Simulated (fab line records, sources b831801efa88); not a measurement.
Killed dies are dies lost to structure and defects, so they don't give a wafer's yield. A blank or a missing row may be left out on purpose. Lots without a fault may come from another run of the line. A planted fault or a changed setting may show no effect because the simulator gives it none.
Which tool did it? | flow sky130 | 12 lots, 36 wafers sampled, at 7 steps of a route of 708

WHAT THE GAUGES READ, wafer by wafer
SKY_LDD_P_CD_MEAS_07: target cd 380 nm.
lot  | measured     | on        | cd_nm (nm)
L307 | day 18 15:58 | cd_sem-01 | 378.7 378.9 376.8
L309 | day 19 23:10 | cd_sem-02 | 377.2 376.1 376.0
L310 | day 20 10:23 | cd_sem-01 | 378.8 380.3 381.7
L311 | day 20 13:01 | cd_sem-01 | 374.3 375.0 378.8
L312 | day 21 00:53 | cd_sem-02 | 379.6 376.1 376.9
L314 | day 21 18:07 | cd_sem-02 | 378.1 377.8 381.7
L317 | day 23 05:53 | cd_sem-01 | 379.3 377.4 374.4
L316 | day 23 06:40 | cd_sem-02 | - - -
L318 | day 23 11:32 | cd_sem-02 | - - -
L326 | day 26 05:38 | cd_sem-01 | 380.7 380.9 381.5
L327 | day 26 13:55 | cd_sem-02 | 382.4 381.3 379.2
L328 | day 26 14:13 | cd_sem-01 | 382.5 378.5 378.4

SKY_LDD_HVP_TW_MEAS_10.
lot  | measured     | on            | LDD_HVP_TW
L307 | day 21 06:50 | film_metro-03 | 457 458 459
L309 | day 22 12:50 | film_metro-04 | 464 464 464
L310 | day 22 23:59 | film_metro-03 | 460 457 459
L311 | day 23 03:07 | film_metro-02 | 454 454 454
L312 | day 23 15:01 | film_metro-03 | 460 454 456
L314 | day 24 08:41 | film_metro-04 | 462 463 464
L317 | day 25 16:03 | film_metro-04 | 469 466 466
L316 | day 25 17:10 | film_metro-03 | 703 700 702
L318 | day 25 22:58 | film_metro-03 | 701 700 699
L326 | day 28 14:11 | film_metro-03 | 456 455 455
L327 | day 28 22:22 | film_metro-03 | 458 456 453
L328 | day 28 22:40 | film_metro-04 | 465 466 464

SKY_LDD_LDN_TW_MEAS_13.
lot  | measured     | on            | LDD_LDN_TW
L307 | day 22 13:56 | film_metro-02 | 1469 1469 1482
L309 | day 23 20:20 | film_metro-02 | 1470 1481 1479
L310 | day 24 07:50 | film_metro-01 | 1467 1475 1462
L311 | day 24 10:43 | film_metro-01 | 1465 1467 1470
L312 | day 24 21:59 | film_metro-03 | 1476 1482 1480
L314 | day 25 12:49 | film_metro-02 | 1466 1472 1473
L317 | day 26 21:15 | film_metro-02 | 1468 1470 1480
L316 | day 26 22:28 | film_metro-03 | 1511 1513 1508
L318 | day 27 03:19 | film_metro-01 | 1486 1501 1492
L326 | day 29 18:40 | film_metro-01 | 1486 1475 1483
L327 | day 30 03:05 | film_metro-01 | 1482 1488 1483
L328 | day 30 03:19 | film_metro-03 | 1481 1487 1473

SKY_LI_CONTACT_BOW_MEAS_03.
lot  | measured     | on            | LI_CONTACT_BOW (um)
L307 | day 27 14:23 | film_metro-02 | 48 53 58
L309 | day 28 16:29 | film_metro-02 | 65 50 53
L310 | day 29 22:51 | film_metro-01 | 66 43 52
L311 | day 30 00:01 | film_metro-02 | 45 50 51
L312 | day 29 22:57 | film_metro-04 | 51 51 46
L314 | day 30 09:05 | film_metro-04 | 50 41 62
L317 | day 31 15:55 | film_metro-02 | 55 57 58
L316 | day 31 16:20 | film_metro-04 | 52 46 55
L318 | day 31 23:49 | film_metro-02 | 64 67 63
L326 | day 34 10:32 | film_metro-02 | 54 49 47
L327 | day 34 17:34 | film_metro-04 | 58 47 53
L328 | day 34 20:20 | film_metro-02 | 64 60 61

SKY_CONTACT_THK_MEAS_01.
lot  | measured     | on            | CONTACT_CVD_00_THK (nm)
L307 | day 30 01:17 | film_metro-03 | 73.7 75.5 75.8
L309 | day 31 01:52 | film_metro-02 | 74.9 74.4 76.2
L310 | day 32 05:59 | film_metro-01 | 76.6 76.9 76.3
L311 | day 32 08:59 | film_metro-03 | 74.5 74.4 75.5
L312 | day 32 07:49 | film_metro-03 | 74.3 73.9 76.8
L314 | day 32 16:23 | film_metro-02 | 74.3 74.2 75.5
L317 | day 33 23:53 | film_metro-01 | 74.3 75.6 75.2
L316 | day 34 00:34 | film_metro-03 | 74.6 74.2 74.6
L318 | day 34 06:41 | film_metro-02 | 74.7 73.7 75.4
L326 | day 36 18:16 | film_metro-02 | 73.1 74.3 75.6
L327 | day 37 02:25 | film_metro-01 | 73.2 74.3 74.7
L328 | day 37 05:19 | film_metro-03 | 75.1 74.9 75.5

SKY_CONTACT_BOW_MEAS_05.
lot  | measured     | on            | CONTACT_BOW (um)
L307 | day 30 01:46 | film_metro-03 | 72 77 81
L309 | day 31 02:21 | film_metro-01 | 89 75 79
L310 | day 32 06:31 | film_metro-03 | 89 67 75
L311 | day 32 09:28 | film_metro-02 | 71 75 77
L312 | day 32 08:19 | film_metro-01 | 76 76 71
L314 | day 32 16:52 | film_metro-03 | 74 65 85
L317 | day 34 00:23 | film_metro-01 | 80 82 82
L316 | day 34 01:04 | film_metro-03 | 75 68 78
L318 | day 34 07:11 | film_metro-01 | 87 92 86
L326 | day 36 18:46 | film_metro-01 | 78 73 71
L327 | day 37 03:00 | film_metro-02 | 85 74 79
L328 | day 37 05:47 | film_metro-01 | 92 86 87

WHICH TOOL RAN EACH LOT (tool, then ch and the chambers of the sampled wafers, then the start)
lot  | SKY_LDD_P_COAT_02
L307 | litho_track-04 ch 0, day 18 01:04
L309 | litho_track-04 ch 0, day 19 06:55
L310 | litho_track-04 ch 0, day 19 18:11
L311 | litho_track-01 ch 0, day 19 21:34
L312 | litho_track-04 ch 0, day 20 09:35
L314 | litho_track-01 ch 0, day 21 02:25
L317 | litho_track-04 ch 0, day 22 14:38
L316 | litho_track-04, day 22 15:34
L318 | litho_track-04, day 22 19:59
L326 | litho_track-04 ch 0, day 25 14:32
L327 | litho_track-04 ch 0, day 25 23:25
L328 | litho_track-02 ch 0, day 25 23:34
- SKY_LDD_P_COAT_02: resist thk 1140 nm.

WHAT THE TOOLS THEMSELVES READ (means of the sampled wafers that have a number; where no wafer has one, the mark that the record gives instead)
SKY_LDD_P_COAT_02.
lot  | tool           | chill_plate_temp_C (C) | dispense_pressure_kPa (kPa) | exhaust_pa (Pa)
L307 | litho_track-04 | 23.10                  | 49.6                        | 43.9
L309 | litho_track-04 | 23.07                  | 49.5                        | 45.6
L310 | litho_track-04 | 22.99                  | 49.5                        | 44.6
L311 | litho_track-01 | 23.11                  | 49.7                        | 44.7
L312 | litho_track-04 | 22.89                  | 49.5                        | 45.1
L314 | litho_track-01 | 22.97                  | 49.7                        | 45.4
L317 | litho_track-04 | 22.89                  | 49.5                        | 45.5
L316 | litho_track-04 | -                      | -                           | -
L318 | litho_track-04 | -                      | -                           | -
L326 | litho_track-04 | 23.15                  | 49.5                        | 45.0
L327 | litho_track-04 | 22.96                  | 49.5                        | 44.9
L328 | litho_track-02 | 22.86                  | 46.3                        | 43.7

THE ANSWER, worked out from the rows above alone
Rule: what is usual is taken from the lots themselves. Put in order of their means at a reading, lots are off if they are a third of the lots or fewer, leave a main group of 4 or more, and stand apart from it by a gap of 3 or more times the standard deviation of the main group's means; of several such gaps the widest counts. A main group whose means are all the same, to the digits that the tables above print for the reading, isn't used. A lot without any number at a reading at which 4 lots or more have one is off too. The other lots that the step has rows for count as sound. The gauges are gone through in route order, then the tools' own readings, and for those a lot's mean is taken as printed above. The first step at which some lot is off is used, and at that step the reading that is off furthest; a lot without a number counts as furthest.
Off: L316, L318, at SKY_LDD_P_CD_MEAS_07 (cd_nm). Without a number there: L316, L318. The main group: mean 378.6 nm, standard deviation 1.8.
A tool fits if, at a process step before that reading, it ran every lot that is off, and no sound lot after the first of them. The gauges at SKY_LDD_P_CD_MEAS_07 aren't tried: what is off there is off at SKY_LDD_HVP_TW_MEAS_10 too, on other tools, and a gauge's error can't cause that. None of those tried fits.

WHAT THE SIMULATOR HAD PUT IN
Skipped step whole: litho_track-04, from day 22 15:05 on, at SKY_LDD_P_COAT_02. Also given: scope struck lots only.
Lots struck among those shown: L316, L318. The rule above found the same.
